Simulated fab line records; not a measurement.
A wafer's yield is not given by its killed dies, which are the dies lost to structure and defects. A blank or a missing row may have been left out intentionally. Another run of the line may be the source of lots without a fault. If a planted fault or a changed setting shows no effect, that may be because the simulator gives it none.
2 desks looking at one fault    flow sfq_line    each desk has only its own numbers; what lay behind them comes last

## AT THE METROLOGY DESK
What the gauges read for every lot (on any tool): the sampled wafers with a number, averaged. Any lot whose mean is over 4 standard deviations away from the usual mean is out of limits and marked OUT; that distance is given in the brackets.
Columns: A = I6_BOW at SFQ_I6_BOW_MEAS_941, usual 8 um; B = I6_OVL at SFQ_I6_OVL_MEAS_942, usual 1 nm
lot   first seen here  A    B
L937  day 62 03:52     18   -0
L950  day 74 14:14     -5   6
L951  day 74 17:50     -10  -3
L953  day 75 09:54     10   7
L955  day 76 05:28     11   13
L956  day 76 07:10     6    9
Result from this desk: across the 6 lots, nothing is out of limits.

## THE TOOL OWNER'S DESK: rie_diel-04
The tool's own readings at SFQ_TRILAYER_I6_VIA_BARC_OPEN_VIA_ETCH_235 (etches BARC in O2, target depth 125 nm, time 41.7 s): means of the sampled wafers that have a number, for each lot that ran on this tool. Any lot whose mean is over 4 standard deviations away from the usual mean is out of limits and marked OUT; that distance is given in the brackets.
Columns: A = drypump_motor_current_A at SFQ_TRILAYER_I6_VIA_BARC_OPEN_VIA_ETCH_235, usual 5.7 A; B = oes_product_au at SFQ_TRILAYER_I6_VIA_BARC_OPEN_VIA_ETCH_235, usual 0.685 a.u.; C = run_length_s at SFQ_TRILAYER_I6_VIA_BARC_OPEN_VIA_ETCH_235, usual 69.9 s
lot   first seen here  A    B      C
L937  day 62 11:49     6.0  0.681  69.7
L950  day 74 17:55     5.5  0.687  69.5
L951  day 74 22:37     5.5  0.670  71.7 (+4.1) OUT
L953  day 75 17:40     6.0  0.672  72.1 (+5.2) OUT
L956  day 80 03:39     5.5  0.685  69.6
This desk finds L951, L953 out of limits, L951 being first, at day 74 22:37 (run_length_s at SFQ_TRILAYER_I6_VIA_BARC_OPEN_VIA_ETCH_235). L937, L950, L956: within limits.

## PUT TOGETHER
The tool owner's desk had the chance to raise an alarm at day 74 22:37 on L951, L953.
Metrology desk: nothing out of limits seen.
The metrology desk holds a record of L951, L953, inside its limits.
Of the lots named, all ran SFQ_TRILAYER_I6_VIA_BARC_OPEN_VIA_ETCH_235 on rie_diel-04.

## WHAT THE SIMULATOR HAD PUT IN
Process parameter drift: rie_diel-04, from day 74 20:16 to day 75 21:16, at SFQ_TRILAYER_I6_VIA_BARC_OPEN_VIA_ETCH_235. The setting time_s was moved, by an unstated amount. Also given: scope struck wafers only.
Shown lots that were struck: L951, L953.
Each desk's first reading out of limits, in hours after the fault started: the tool owner's desk, 2.
